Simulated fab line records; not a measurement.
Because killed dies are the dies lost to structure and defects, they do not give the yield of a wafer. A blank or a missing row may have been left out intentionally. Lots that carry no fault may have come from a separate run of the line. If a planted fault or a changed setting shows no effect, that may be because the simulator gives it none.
The same fault as seen by 2 desks / flow sky130 / each desk holds nothing but its own numbers, with what lay behind them at the end

== AT THE METROLOGY DESK ==
Lot by lot, what the gauges showed, no matter which tool ran the lot: averages of those sampled wafers that carry a number. Marked OUT: a lot whose mean sits more than 4 standard deviations from the usual mean, which makes it out of limits; the brackets give that distance.
Columns: A = LOCAL_INTERCONNECT_TIN_THK at SKY_LOCAL_INTERCONNECT_THK_MEAS_02, usual 101.2 nm
lot=L811; first seen here=day 29 18:25; A=100.8
lot=L812; first seen here=day 30 00:26; A=100.9
lot=L813; first seen here=day 31 03:20; A=101.4
lot=L816; first seen here=day 31 13:44; A=101.2
lot=L818; first seen here=day 32 00:28; A=100.7
lot=L820; first seen here=day 32 15:54; A=101.5
lot=L821; first seen here=day 33 03:10; A=100.7
lot=L822; first seen here=day 33 11:43; A=100.9
lot=L823; first seen here=day 33 15:56; A=100.8
lot=L828; first seen here=day 34 23:22; A=102.0
lot=L829; first seen here=day 35 03:26; A=100.6
lot=L832; first seen here=day 36 12:38; A=101.5
Finding of this desk: none of the 12 lots has anything out of limits.

== FOR THE TOOL OWNER'S DESK: lithoTrack-01 ==
The tool's own readings at SKY_VT_ADJUST_PCH_COAT_02 (resist thk 3000 nm): means of the sampled wafers that have a number, for each lot that ran on this tool. Marked OUT: a lot whose mean sits more than 4 standard deviations from the usual mean, which makes it out of limits; the brackets give that distance.
Columns: A = spinSpeedRpm at SKY_VT_ADJUST_PCH_COAT_02, usual 2000.0 rpm
lot=L812; first seen here=day 10 12:47; A=2000.5
lot=L822; first seen here=day 13 15:46; A=1999.6
lot=L829; first seen here=day 15 16:51; A=2282.6 (+99 or more) OUT
lot=L832; first seen here=day 16 22:58; A=2284.1 (+99 or more) OUT
This desk finds L829, L832 out of limits, L829 being first, at day 15 16:51 (spinSpeedRpm at SKY_VT_ADJUST_PCH_COAT_02). Within limits: L812, L822.

== TAKEN TOGETHER ==
An alarm could have come from the tool owner's desk at day 15 16:51, on L829, L832.
From the metrology desk's view, nothing was out of limits.
The metrology desk holds a record of L829, L832, inside its limits.
The lots listed all ran SKY_VT_ADJUST_PCH_COAT_02 on lithoTrack-01.

== WHAT THE SIMULATOR HAD PUT IN ==
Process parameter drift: lithoTrack-01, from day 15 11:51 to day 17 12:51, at SKY_VT_ADJUST_PCH_COAT_02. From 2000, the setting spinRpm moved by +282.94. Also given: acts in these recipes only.
Shown lots that were struck: L829, L832.
Hours from the fault's start to each desk's first reading out of limits: the tool owner's desk, 5.
